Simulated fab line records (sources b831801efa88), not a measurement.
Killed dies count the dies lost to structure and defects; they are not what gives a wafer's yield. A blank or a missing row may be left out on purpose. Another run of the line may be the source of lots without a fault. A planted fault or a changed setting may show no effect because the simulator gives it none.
Comparing a struck lot with a sound one :: flow sfqLine :: 42 out of 325 route steps
Sound: wafers L516.3, L516.4, L516.6. Struck: wafer L527.5. (L527.3, L527.4 of the same lot were not struck and are left out.) The cause comes at the end.
Each step with rows lists, per side, the tool, then ch with its chambers, then its first start. Under that, the readings that differ: sound wafers :: struck wafers :: difference of the means :: sigmas: that difference in standard deviations of wafers without a fault.
alike: words and numbers the same on both sides, and readings whose means are apart by under 2 such deviations; not compared: readings that were withheld, readings missing a value for some wafer, numbers with overlapping values and no deviation given by the record, and bounds like >300 which may hide the same value.
A row with sigmas, a row that says differs or no value, or rows on one side alone: a step with any of these is where the two part. Non-overlapping numbers with no deviation appear without sigmas and do not part them. A reading missing from all wafers of one side parts the sides only when that side holds two or more wafers.

first, 6 steps without rows for these wafers: SFQ_TRILAYER_M3_LITHO_COAT_080 (resist thk 62 nm); SFQ_TRILAYER_M3_LITHO_COAT_075 (resist thk 600 nm); SFQ_TRILAYER_M3_LITHO_SOFTBAKE_079; SFQ_TRILAYER_M3_LITHO_EXPOSE_076 (exposes mask M3, target cd 500 nm); SFQ_TRILAYER_M3_LITHO_PEB_078 (peb time 60 s); SFQ_TRILAYER_M3_LITHO_DEVELOP_077 (time 60 s).
SFQ_M3_OVL_MEAS_921:
  sound: overlay-01 at day 45 01:36; struck: overlay-01 at day 46 17:48
  alike: M3_OVL
then, 1 step without rows for these wafers: SFQ_TRILAYER_M3_BARC_OPEN_METAL_ETCH_100 (etches BARC in O2, target depth 125 nm, time 41.7 s).
SFQ_TRILAYER_M3_ETCH_METAL_ETCH_078: etches Nb in Cl2/Ar, stops on SiO2, target depth 240 nm, time 120 s.
  sound on rieMetal-04 ch 0,1, day 45 01:43; struck on rieMetal-04 ch 0, day 46 18:01
  alike: drypumpMotorCurrentA, heBacksideLeakSccm, oesProductAu
  not compared: rfHoursCounterH
SFQ_TRILAYER_M3_STRIP_STRIP_079: strips in O2.
  sound on rieMetal-04 ch 0,1, day 45 02:01; struck on rieMetal-04 ch 0, day 46 18:35
  alike: drypumpMotorCurrentA, heBacksideLeakSccm, oesProductAu
  not compared: rfHoursCounterH
then, 2 steps without rows for these wafers: SFQ_TRILAYER_M3_STRIP_SOLV_CLEAN_080 (cleans in NMP, time 600 s); SFQ_TRILAYER_I3_DEP_PECVD_081 (deposits SiO2 from SiH4/N2O, time 111.11 s, target thk 500 nm).
SFQ_TRILAYER_I3_CMP_CMP_082: polishes SiO2.
  sound on cmp-02 ch 0,2,3, day 45 05:04; struck on cmp-02 ch 2, day 47 23:04
reading: timeToEndpointS (s)
sound: 216 213 219
struck: 279
difference: +63
sigmas: +8

reading: model.SiO2_of_TRILAYER_I3_DEP_PECVD_081.thkNm (nm)
sound: 199.1 200.9 199.1
struck: 305
difference: +105
sigmas: 
  alike: edgeZonePressureFrac, motorCurrentA, slurryFilterDpKPa
SFQ_I3_BOW_MEAS_922:
  sound: filmMetro-01 at day 45 08:06; struck: filmMetro-02 at day 48 00:06
  alike: I3_BOW
SFQ_TRILAYER_I3_METRO_MEASURE_083:
  sound: filmMetro-01 at day 45 08:35; struck: filmMetro-02 at day 48 00:35
reading: thkNm (nm)
sound: 199.1 200.8 199.0
struck: 304.7
difference: +105.1
sigmas: +81
then, 6 steps without rows for these wafers: SFQ_TRILAYER_I3_VIA_LITHO_COAT_090 (resist thk 62 nm); SFQ_TRILAYER_I3_VIA_LITHO_COAT_085 (resist thk 650 nm); SFQ_TRILAYER_I3_VIA_LITHO_SOFTBAKE_089; SFQ_TRILAYER_I3_VIA_LITHO_EXPOSE_086 (exposes mask I3, target cd 500 nm); SFQ_TRILAYER_I3_VIA_LITHO_PEB_088 (peb time 60 s); SFQ_TRILAYER_I3_VIA_LITHO_DEVELOP_087 (time 60 s).
-- the record jumps here: 5 days lie between the struck wafers' starts before and after --
SFQ_I3_OVL_MEAS_923:
  sound: overlay-02 at day 49 18:40; struck: overlay-01 at day 52 16:36
  alike: I3_OVL
SFQ_TRILAYER_I3_VIA_BARC_OPEN_VIA_ETCH_121: etches BARC in O2, target depth 125 nm, time 41.7 s.
  sound on rieDiel-04 ch 0,1,2, day 49 18:41; struck on rieDiel-02 ch 0, day 52 16:38
reading: oesProductAu (a.u.)
sound: 0.678 0.677 0.686
struck: 0.692
difference: +0.012
sigmas: +2
  alike: drypumpMotorCurrentA
  not compared: rfHoursCounterH
SFQ_TRILAYER_I3_VIA_ETCH_VIA_ETCH_088: etches SiO2 in CHF3, stops on Nb, target depth 260 nm.
  sound on rieDiel-04 ch 0,1,2, day 49 18:44; struck on rieDiel-02 ch 0, day 52 16:40
reading: oesProductAu (a.u.)
sound: 0.850 0.852 0.850
struck: 1.000
difference: +0.149
sigmas: +28

reading: model.etch.depthNm (nm)
sound: 199.1 200.9 199.1
struck: 262
difference: +62
sigmas: 

reading: model.I3.featureDepthNm (nm)
sound: 199.1 200.9 199.1
struck: 262
difference: +62
sigmas: 
  alike: drypumpMotorCurrentA
then, 2 steps without rows for these wafers: SFQ_TRILAYER_I3_VIA_STRIP_STRIP_089 (strips in O2); SFQ_TRILAYER_I3_VIA_STRIP_SOLV_CLEAN_090 (cleans in NMP, time 600 s).
SFQ_TRILAYER_M4_DEP_PRE_CLEAN_092: time 22.5 s.
  sound: pvdSputter-05 at day 49 19:37; struck: pvdSputter-05 at day 52 17:33
reading: model.SiO2_of_TRILAYER_I3_DEP_PECVD_081.thkNm (nm)
sound: 191.6 193.4 191.6
struck: 297.5
difference: +105.3
sigmas: 
then, 1 step without rows for these wafers: SFQ_TRILAYER_M4_DEP_SPUTTER_091 (material Nb, target thk 200 nm, time 128.8 s).
SFQ_M4_RS_MEAS_924: the measuring method here is four-point-probe.
  sound: filmMetro-04 at day 49 19:46; struck: filmMetro-03 at day 52 17:43
  alike: M4_NB_RS
then, 6 steps without rows for these wafers: SFQ_TRILAYER_M4_LITHO_COAT_098 (resist thk 62 nm); SFQ_TRILAYER_M4_LITHO_COAT_093 (resist thk 600 nm); SFQ_TRILAYER_M4_LITHO_SOFTBAKE_097; SFQ_TRILAYER_M4_LITHO_EXPOSE_094 (exposes mask M4, target cd 500 nm); SFQ_TRILAYER_M4_LITHO_PEB_096 (peb time 60 s); SFQ_TRILAYER_M4_LITHO_DEVELOP_095 (time 60 s).
-- the record jumps here: 5 days lie between the struck wafers' starts before and after --
SFQ_M4_OVL_MEAS_926:
  sound: overlay-02 at day 54 05:01; struck: overlay-01 at day 57 13:40
  alike: M4_OVL
SFQ_TRILAYER_M4_BARC_OPEN_METAL_ETCH_123: etches BARC in O2, target depth 125 nm, time 41.7 s.
  sound on rieMetal-01 ch 0,1, day 54 05:04; struck on rieMetal-04 ch 1, day 57 13:42
  alike: drypumpMotorCurrentA, heBacksideLeakSccm, oesProductAu
  not compared: rfHoursCounterH
SFQ_TRILAYER_M4_ETCH_METAL_ETCH_096: etches Nb in Cl2/Ar, stops on SiO2, target depth 240 nm, time 120 s.
  sound on rieMetal-01 ch 0,1, day 54 05:10; struck on rieMetal-04 ch 1, day 57 13:47
  alike: drypumpMotorCurrentA, heBacksideLeakSccm, oesProductAu
  not compared: rfHoursCounterH
then, 3 steps without rows for these wafers: SFQ_TRILAYER_M4_STRIP_STRIP_097 (strips in O2); SFQ_TRILAYER_M4_STRIP_SOLV_CLEAN_098 (cleans in NMP, time 600 s); SFQ_TRILAYER_I4_DEP_PECVD_099 (deposits SiO2 from SiH4/N2O, time 111.11 s, target thk 500 nm).
-- the record jumps here: 31 days lie between the struck wafers' starts before and after --
SFQ_M8_BOW_MEAS_951:
  sound: filmMetro-03 at day 80 06:56; struck: filmMetro-03 at day 88 06:52
reading: model.etest.i3.linkOhm
sound: 2.012 2.008 2.007
struck: 1e+06
difference: +1e+06
sigmas: 
  alike: M8_BOW

== WHERE THEY PART ==
At SFQ_TRILAYER_I3_CMP_CMP_082 first; at SFQ_TRILAYER_I3_VIA_ETCH_VIA_ETCH_088 last (within this record only). Later steps at which nothing parts them and some readings are alike: SFQ_M4_RS_MEAS_924, SFQ_M4_OVL_MEAS_926, SFQ_TRILAYER_M4_BARC_OPEN_METAL_ETCH_123, SFQ_TRILAYER_M4_ETCH_METAL_ETCH_096, SFQ_M8_BOW_MEAS_951.

WHY: the cause the simulator had injected
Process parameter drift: cmp-02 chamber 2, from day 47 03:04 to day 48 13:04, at SFQ_TRILAYER_I3_CMP_CMP_082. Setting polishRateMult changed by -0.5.
